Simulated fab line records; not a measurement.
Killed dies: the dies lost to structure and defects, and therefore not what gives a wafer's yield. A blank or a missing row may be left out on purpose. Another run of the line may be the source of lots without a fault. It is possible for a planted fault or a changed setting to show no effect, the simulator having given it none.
Which tool was responsible? -- flow sky130 -- route of 708 steps, sampled at 1 step: 6 lots, 18 wafers

WHAT THE GAUGES SHOWED, per wafer
SKY_LI_CONTACT_OVL_MEAS_13.
lot,measured,on,LI_CONTACT_OVL (nm)
L583,day 29 16:19,overlay-02,0 -3 -5
L587,day 31 01:49,overlay-01,6 9 12
L589,day 31 18:16,overlay-01,14 9 10
L593,day 33 01:31,overlay-01,4 -1 -2
L599,day 35 01:40,overlay-02,2 -7 -1
L604,day 36 08:13,overlay-01,7 8 2

WHAT TOOL EACH LOT RAN ON (gives the tool, then ch and the chambers of the sampled wafers, and finally the start)
Before these readings, the record contains no process step.

THE ANSWER, worked out from the rows above alone
Rule: the lots themselves supply what counts as usual. Put in order of their means at a reading, lots are off if they are a third of the lots or fewer, leave a main group of 4 or more, and stand apart from it by a gap of 3 or more times the standard deviation of the main group's means; of several such gaps the widest counts. If all means in a main group match to the digits the tables above print for the reading, that group is not used. A lot without any number at a reading at which 4 lots or more have one is off too. The other lots that the step has rows for count as sound.
No lot is off on any of the readings shown, so nothing can be concluded from this.

WHAT WAS PUT IN BY THE SIMULATOR
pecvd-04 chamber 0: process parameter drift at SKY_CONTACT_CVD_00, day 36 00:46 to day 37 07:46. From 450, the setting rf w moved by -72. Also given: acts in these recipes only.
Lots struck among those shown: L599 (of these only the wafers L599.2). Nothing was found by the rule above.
